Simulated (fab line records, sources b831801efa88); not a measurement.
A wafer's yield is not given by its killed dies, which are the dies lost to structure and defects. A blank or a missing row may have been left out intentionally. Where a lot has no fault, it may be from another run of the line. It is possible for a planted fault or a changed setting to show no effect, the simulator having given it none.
Which of the tools did it?	flow gf180mcu	13 lots, 39 wafers sampled, at 4 steps of a route of 602

## WHAT THE GAUGES READ, wafer by wafer
GF_HV_LDD_CD_MEAS_46: the cd target is 400 nm. Usual: 399.3 nm for cd-nm, sd 2.1.
lot	measured	on	cd-nm (nm)	flag
L674	day 12 08:41	cd-sem-02	400.6 398.8 402.4	
L676	day 13 03:07	cd-sem-01	401.1 401.5 399.1	
L677	day 13 10:07	cd-sem-01	400.7 398.3 399.4	
L678	day 13 22:41	cd-sem-02	399.0 400.2 398.5	
L679	day 14 03:29	cd-sem-01	401.7 404.9 403.9	
L680	day 14 09:59	cd-sem-02	394.7 399.0 396.7	
L684	day 15 20:37	cd-sem-01	403.9 399.9 402.7	
L686	day 16 12:49	cd-sem-01	398.6 399.9 397.4	
L692	day 18 21:59	cd-sem-02	395.9 398.8 397.8	
L693	day 19 07:07	cd-sem-01	402.5 398.4 399.0	
L694	day 19 08:06	cd-sem-01	398.2 400.0 398.2	
L696	day 20 00:17	cd-sem-02	399.1 400.4 397.8	
L697	day 20 13:14	cd-sem-01	401.2 401.3 401.0	

GF_HV_LDD_OVL_MEAS_47. Usual: HV_LDD_03_OVL typically reads -0.5 nm, with standard deviation 1.3.
lot	measured	on	HV_LDD_03_OVL (nm)	flag
L674	day 12 08:48	overlay-01	0.2 -0.2 -0.3	
L676	day 13 03:14	overlay-01	2.4 2.3 2.9	
L677	day 13 10:14	overlay-02	-2.1 -3.4 -1.3	
L678	day 13 22:48	overlay-02	-3.7 -1.7 -1.2	
L679	day 14 03:36	overlay-01	-1.2 2.3 1.2	
L680	day 14 10:05	overlay-01	0.8 -0.9 -1.3	
L684	day 15 20:43	overlay-01	-2.0 -1.2 0.1	
L686	day 16 12:56	overlay-01	-1.7 -2.2 -1.1	
L692	day 18 22:05	overlay-01	0.1 0.3 -1.3	
L693	day 19 07:12	overlay-02	-1.4 -1.5 -0.5	
L694	day 19 08:11	overlay-01	0.5 -0.6 0.0	
L696	day 20 00:24	overlay-02	0.7 -1.1 -2.1	
L697	day 20 13:21	overlay-01	-1.1 -2.7 -1.7	

GF_NSD_OVL_MEAS_08. Usual: NSD_OVL typically reads 0.2 nm, with standard deviation 1.6.
lot	measured	on	NSD_OVL (nm)	flag
L674	day 13 07:19	overlay-01	0.1 0.7 1.6	
L676	day 14 03:02	overlay-01	1.8 3.4 1.2	
L677	day 14 10:08	overlay-02	0.5 2.4 2.3	
L678	day 14 22:44	overlay-02	1.5 -1.4 -0.2	
L679	day 15 06:26	overlay-02	1.0 0.7 -0.4	
L680	day 15 14:05	overlay-01	-0.2 2.4 1.2	
L684	day 16 23:37	overlay-01	2.7 -0.3 -2.9	
L686	day 17 16:08	overlay-01	0.6 0.6 0.8	
L692	day 20 02:00	overlay-01	-2.3 -1.1 -1.9	
L693	day 20 10:55	overlay-01	-0.4 0.4 -1.6	
L694	day 20 11:47	overlay-01	-0.2 1.0 -1.3	
L696	day 21 03:14	overlay-01	-2.6 -2.7 -1.4	
L697	day 21 17:10	overlay-02	-1.2 -1.3 -0.1	

## WHICH TOOL RAN EACH LOT (tool, then ch and the chambers of the sampled wafers, then the start)
lot	GF_NSD_SOFTBAKE_03
L674	litho-track-03 ch 0, day 12 21:47
L676	litho-track-04 ch 0, day 13 16:20
L677	litho-track-04 ch 0, day 13 23:47
L678	litho-track-03 ch 0, day 14 12:16
L679	litho-track-04 ch 0, day 14 19:14
L680	litho-track-01 ch 0, day 14 23:54
L684	litho-track-01 ch 0, day 16 12:16
L686	litho-track-01 ch 0, day 17 03:46
L692	litho-track-04 ch 0, day 19 13:28
L693	litho-track-04 ch 0, day 19 22:59
L694	litho-track-03 ch 0, day 20 00:01
L696	litho-track-01 ch 0, day 20 15:16
L697	litho-track-03 ch 0, day 21 04:49
- GF_NSD_SOFTBAKE_03: time 60 s.

## WHAT THE TOOLS THEMSELVES READ (means of the sampled wafers that have a number; where no wafer has one, the mark that the record gives instead)
GF_NSD_SOFTBAKE_03. Usual: heater-power-total-W 56.59 W, standard deviation 0.045; run-length-s 89.18 s, standard deviation 0.21.
lot	tool	heater-power-total-W (W)	run-length-s (s)	flag
L674	litho-track-03	56.55	89.02	
L676	litho-track-04	56.55	89.40	
L677	litho-track-04	56.55	89.36	
L678	litho-track-03	56.59	89.02	
L679	litho-track-04	56.62	89.35	
L680	litho-track-01	56.56	89.01	
L684	litho-track-01	56.56	89.13	
L686	litho-track-01	56.98	88.09	OFF
L692	litho-track-04	56.63	89.34	
L693	litho-track-04	56.62	89.42	
L694	litho-track-03	56.56	88.95	
L696	litho-track-01	56.62	89.04	
L697	litho-track-03	56.58	88.97	

## THE ANSWER, worked out from the rows above alone
Rule: take the mean of a lot's wafers that have a number; if it is more than 3 standard deviations from the usual mean, the lot is off. Also off: a lot with no number at a reading for which 4 or more lots have one. Where the step has rows for the other lots, those lots are counted as sound. The gauges are gone through in route order, then the tools' own readings, and for those a lot's mean is taken as printed above. At the first step where some lot is off, the reading lying furthest off is the one used; lots without a number count as furthest.
Off: L686, at GF_NSD_SOFTBAKE_03 (heater-power-total-W).
If a tool, at that step or one of the process steps before it, ran each lot that is off and ran no sound lot following the first of them, it fits. No candidate that was tried fits.

## WHAT THE SIMULATOR HAD INSERTED
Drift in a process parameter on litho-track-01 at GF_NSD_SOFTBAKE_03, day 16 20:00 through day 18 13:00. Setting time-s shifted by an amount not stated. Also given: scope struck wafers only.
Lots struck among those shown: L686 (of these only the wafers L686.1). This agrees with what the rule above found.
